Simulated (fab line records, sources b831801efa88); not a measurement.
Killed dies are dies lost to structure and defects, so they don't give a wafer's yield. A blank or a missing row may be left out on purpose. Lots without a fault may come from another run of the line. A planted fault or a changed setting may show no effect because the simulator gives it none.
Which tool did it? | flow gf180mcu | 6 lots, 18 wafers sampled, at 4 steps of a route of 602

WHAT THE GAUGES READ, wafer by wafer
GF_PASSIVATION_THK_MEAS_01.
lot  | measured     | on            | PASSIVATION_CVD_00_THK (nm)
L732 | day 28 09:15 | film_metro-02 | 1003 1037 1022
L735 | day 29 10:05 | film_metro-04 | 1000 1010 1007
L738 | day 30 11:40 | film_metro-02 | 1000 1022 1033
L747 | day 32 18:26 | film_metro-02 | 990 994 1013
L750 | day 33 09:55 | film_metro-02 | 968 996 1003
L753 | day 34 04:10 | film_metro-01 | 985 995 1002

WHICH TOOL RAN EACH LOT (tool, then ch and the chambers of the sampled wafers, then the start)
lot  | GF_MIM_SPUTTER_01            | GF_V5_STRIP_18                       | GF_TOP_METAL_STRIP_17
L732 | pvd_sputter-04, day 24 20:16 | plasma_asher-03 ch 0,1, day 27 11:34 | plasma_asher-02 ch 0,1, day 28 08:37
L735 | pvd_sputter-02, day 25 22:25 | plasma_asher-03 ch 0,1, day 28 12:48 | plasma_asher-04 ch 0,1, day 29 09:25
L738 | pvd_sputter-02, day 27 01:58 | plasma_asher-01 ch 0,1, day 29 14:26 | plasma_asher-02 ch 0,1, day 30 11:04
L747 | pvd_sputter-03, day 29 14:42 | plasma_asher-02 ch 0,1, day 31 23:12 | plasma_asher-02 ch 0,1, day 32 17:49
L750 | pvd_sputter-04, day 30 08:34 | plasma_asher-01 ch 0,1, day 32 14:37 | plasma_asher-03 ch 0,1, day 33 09:13
L753 | pvd_sputter-03, day 31 05:22 | plasma_asher-01 ch 0,1, day 33 09:56 | plasma_asher-03 ch 0,1, day 34 03:34
- GF_MIM_SPUTTER_01: material TiN, target thk 30 nm, time 25 s.
- GF_V5_STRIP_18: strips in O2/N2.
- GF_TOP_METAL_STRIP_17: strips in O2/N2.

THE ANSWER, worked out from the rows above alone
Rule: what is usual is taken from the lots themselves. Put in order of their means at a reading, lots are off if they are a third of the lots or fewer, leave a main group of 4 or more, and stand apart from it by a gap of 3 or more times the standard deviation of the main group's means; of several such gaps the widest counts. A main group whose means are all the same, to the digits that the tables above print for the reading, isn't used. A lot without any number at a reading at which 4 lots or more have one is off too. The other lots that the step has rows for count as sound.
No lot is off at any reading shown: from this, nothing can be told.

WHAT THE SIMULATOR HAD PUT IN
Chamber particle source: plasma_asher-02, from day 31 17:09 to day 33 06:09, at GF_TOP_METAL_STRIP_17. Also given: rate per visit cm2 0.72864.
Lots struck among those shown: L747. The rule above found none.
